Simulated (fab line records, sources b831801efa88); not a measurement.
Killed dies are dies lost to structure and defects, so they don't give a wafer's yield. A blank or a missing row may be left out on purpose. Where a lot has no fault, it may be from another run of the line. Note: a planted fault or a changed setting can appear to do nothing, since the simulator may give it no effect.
2 desks looking at one fault | flow sky130 | each desk holds nothing but its own numbers, with what lay behind them at the end

## THE METROLOGY DESK
Means of the sampled wafers that have a number, per lot and without regard to the tool the lot ran on: this is what the gauges read. If a lot's mean is further than 4 standard deviations from the usual mean, the lot is out of limits and carries the mark OUT (the distance appears in the brackets).
Columns: A = cd nm at SKY_SD_P_CD_MEAS_07, usual 380.7 nm; B = RES_XHIGH_TW at SKY_RES_XHIGH_TW_MEAS_09, usual 1630
lot  | first seen here | A     | B
L922 | day 24 23:50    | 382.8 | 1652
L923 | day 25 10:50    | 384.7 | 1616
L924 | day 26 01:25    | 381.7 | 1618
L925 | day 26 08:59    | 377.8 | 1652
L927 | day 26 13:54    | 379.1 | 1651
L926 | day 26 20:05    | 379.3 | 1619
L928 | day 27 09:24    | 379.4 | 1605
L929 | day 27 22:01    | 379.8 | 1648
L931 | day 28 05:13    | 376.6 | 1626
L932 | day 28 21:22    | 381.7 | 1648
L942 | day 32 05:18    | 381.2 | 1628
L944 | day 32 13:47    | 384.4 | 1623
L943 | day 32 17:59    | 379.8 | 1654
Finding of this desk: none of the 13 lots has anything out of limits.

## THE TOOL OWNER'S DESK: litho track-01
The tool's own readings at SKY_POLY_CUT_DEVELOP_07 (develop time 60 s): means of the sampled wafers that have a number, for each lot that ran on this tool. If a lot's mean is further than 4 standard deviations from the usual mean, the lot is out of limits and carries the mark OUT (the distance appears in the brackets).
Columns: A = developer temp C at SKY_POLY_CUT_DEVELOP_07, usual 20.99 C; B = resist line temp C at SKY_POLY_CUT_DEVELOP_07, usual 22.99 C
lot  | first seen here | A                | B
L927 | day 25 09:00    | 21.07            | 23.09
L926 | day 25 14:00    | 21.02            | 23.03
L929 | day 26 16:00    | 21.13            | 23.06
L942 | day 31 00:00    | 20.15 (-8.5) OUT | 22.92
L943 | day 31 14:00    | 20.20 (-8.0) OUT | 23.08
This desk finds L942, L943 out of limits, L942 being first, at day 31 00:00 (developer temp C at SKY_POLY_CUT_DEVELOP_07). L927, L926, L929 stayed within limits.

## TAKEN TOGETHER
The tool owner's desk could have raised an alarm at day 31 00:00, on L942, L943.
Nothing out of limits was seen by the metrology desk.
The metrology desk has L942, L943 on record, within its limits.
The lots listed all ran SKY_POLY_CUT_DEVELOP_07 on litho track-01.

## WHAT THE SIMULATOR HAD INSERTED
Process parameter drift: litho track-01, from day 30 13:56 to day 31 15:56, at SKY_POLY_CUT_DEVELOP_07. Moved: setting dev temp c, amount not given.
Struck lots among those shown: L942, L943.
Hours from the fault's start to each desk's first reading out of limits: the tool owner's desk, 10.
